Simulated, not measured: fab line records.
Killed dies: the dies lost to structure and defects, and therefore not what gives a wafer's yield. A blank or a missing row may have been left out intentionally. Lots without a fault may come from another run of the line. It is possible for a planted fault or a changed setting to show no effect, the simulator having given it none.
Chamber matching	flow gf180mcu	rie_si-02 running GF_POLY_GATE_ETCH_13: 4 sister chambers
The step etches poly-Si in HBr/Cl2, stops on SiO2, target depth 198.5 nm, time 72.55 s. 4 wafers are shown with their chamber, then 8 later ones without.

## EACH WAFER AND ITS CHAMBER
wafer	chamber	mfc_cl2_sccm (sccm)
L896.2	1	49.83
L913.4	2	50.12
L913.5	0	50.17
L914.1	3	49.99

## WAFERS WITH NO CHAMBER GIVEN
wafer	mfc_cl2_sccm (sccm)
L914.5	49.93
L914.6	50.24
L915.2	49.91
L915.4	49.90
L915.6	49.98
L916.2	50.13
L916.3	50.29
L916.4	49.79

## CHAMBER TAKEN BY EACH
wafer	from the rows above	in truth
L914.5	can't be placed: 3 or 1 or 2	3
L914.6	can't be placed: 0 or 2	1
L915.2	can't be placed: 1 or 3 or 2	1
L915.4	can't be placed: 1 or 3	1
L915.6	can't be placed: 3 or 2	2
L916.2	can't be placed: 2 or 0 or 3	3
L916.3	can't be placed: 0 or 2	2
L916.4	1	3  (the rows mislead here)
0 of 8 placed correctly. From these rows, 7 cannot be placed; in 6 the true chamber is one of the candidates. Placed wrongly: 1.
How it was worked out, from the rows above alone: a wafer's distance from a chamber is the root of the sum, over the readings, of the square of ((its reading less the chamber's mean) divided by the reading's scatter). The wafer belongs to the nearest chamber; if the next one is less than 2 further off, it can't be placed. The mean given for a chamber averages the wafers shown for that chamber. The scatter (one wafer shown for each chamber): square how far every hidden wafer sits from the nearest shown wafer, average those squares and take the square root.
